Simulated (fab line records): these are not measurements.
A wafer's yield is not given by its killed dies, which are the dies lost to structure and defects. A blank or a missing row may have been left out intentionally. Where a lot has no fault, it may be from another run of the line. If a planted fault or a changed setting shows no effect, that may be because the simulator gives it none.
Split-lot trial    flow sky130    route with 708 steps; 5 lots, 23 wafers read

## THE SPLIT
At SKY_CONTACT_HDPCVD_02 (deposits SiO2, target thk 565 nm, time 94.2 s), the setting sih4FlowSccm was moved away from the recipe's 60 sccm on 10 of the 23 wafers read, by -12.5% to +12.4%. This setting was run at the recipe's value on the other wafers.

Between the split and the reading, the file records no step.

## THE READING
At SKY_CONTACT_THK_MEAS_03: CONTACT_HDPCVD_THK, given in nm. Fault-free wafers of this fab line usually give 566 nm, standard deviation 7.2 nm.

wafer   tool, chamber at the split  sih4FlowSccm as run, sccm  against the recipe  CONTACT_HDPCVD_THK, nm  against lot-mates on the recipe
L074.1  hdpcvd-02, 0                67.03                      +11.7%              637                     +73
L074.2  hdpcvd-02, 2,1              60                         recipe              549                     -
L074.3  hdpcvd-02, 2,1              60                         recipe              574                     -
L074.4  hdpcvd-02, 1                60                         recipe              568                     -
L074.5  hdpcvd-02, 0                67.03                      +11.7%              635                     +71
L075.1  hdpcvd-02, 2                60                         recipe              551                     -
L075.4  hdpcvd-02, 1                60                         recipe              567                     -
L075.5  hdpcvd-02, 0                60                         recipe              563                     -
L077.1  hdpcvd-01, 2                62.68                      +4.5%               587                     +24
L077.2  hdpcvd-01, 0                62.68                      +4.5%               592                     +29
L077.4  hdpcvd-01, 0                60                         recipe              563                     -
L077.5  hdpcvd-01, 2                62.68                      +4.5%               594                     +31
L077.6  hdpcvd-01, 1                60                         recipe              563                     -
L080.2  hdpcvd-02, 1                60                         recipe              578                     -
L080.3  hdpcvd-02, 2                60                         recipe              556                     -
L080.4  hdpcvd-02, 0                52.52                      -12.5%              495                     -71
L080.5  hdpcvd-02, 1                60                         recipe              565                     -
L080.6  hdpcvd-02, 2                52.52                      -12.5%              480                     -86
L084.1  hdpcvd-02, 2                60                         recipe              560                     -
L084.2  hdpcvd-02, 0                67.45                      +12.4%              646                     +77
L084.3  hdpcvd-02, 1                60                         recipe              578                     -
L084.5  hdpcvd-02, 1                67.45                      +12.4%              645                     +76
L084.6  hdpcvd-02, 2                67.45                      +12.4%              634                     +65
When a row names more than one chamber, that row covers several wafers, and the file does not tell which wafer ran in which chamber.

THE FIT
A straight line over all 23 wafers: CONTACT_HDPCVD_THK changes by +6.17 nm for each +1% of sih4FlowSccm; r = +0.98; the points scatter about the line by 7.6 nm.
The same after taking each lot's own level away (the mean of its wafers on the recipe; 23 wafers): +6.11 nm for each +1%; r = +0.98; scatter 7.4 nm.
Per that fit: largest sih4FlowSccm move, reading shift of 76 nm.
The span of the lots' own levels, 560.3 to 569.0 nm, comes to 1.2 times the standard deviation stated above.
Hence the lot-to-lot level has little effect on the slope; both slopes agree.
Check: for one of the wafers moved furthest among these (-12.5%), held out of the fit, the line's prediction against its lot-mates is -78.5 nm. Against them it came out at -71.3 nm.

## THE WHOLE CHAIN: every reading that the file lists as answering this split, in the file's order
step                     what it does                                   reading                                                                           change (the file's fit)               r (the file's)
SKY_CONTACT_HDPCVD_02    deposits SiO2, target thk 565 nm, time 94.2 s  SiO2_of_CONTACT_HDPCVD_02.thkNm (the simulator's own value, which no gauge read)  +6.13 nm for each +1% of the setting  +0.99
SKY_CONTACT_THK_MEAS_03                                                 CONTACT_HDPCVD_THK                                                                +6.11 for each +1% of the setting     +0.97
SKY_CONTACT_CMP_04       polishes SiO2                                  timeToEndpointS                                                                   withheld for each +1% of the setting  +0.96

## FILE'S OWN FIT
CONTACT_HDPCVD_THK changes by +6.11 nm for each +1% of sih4FlowSccm, r = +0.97.
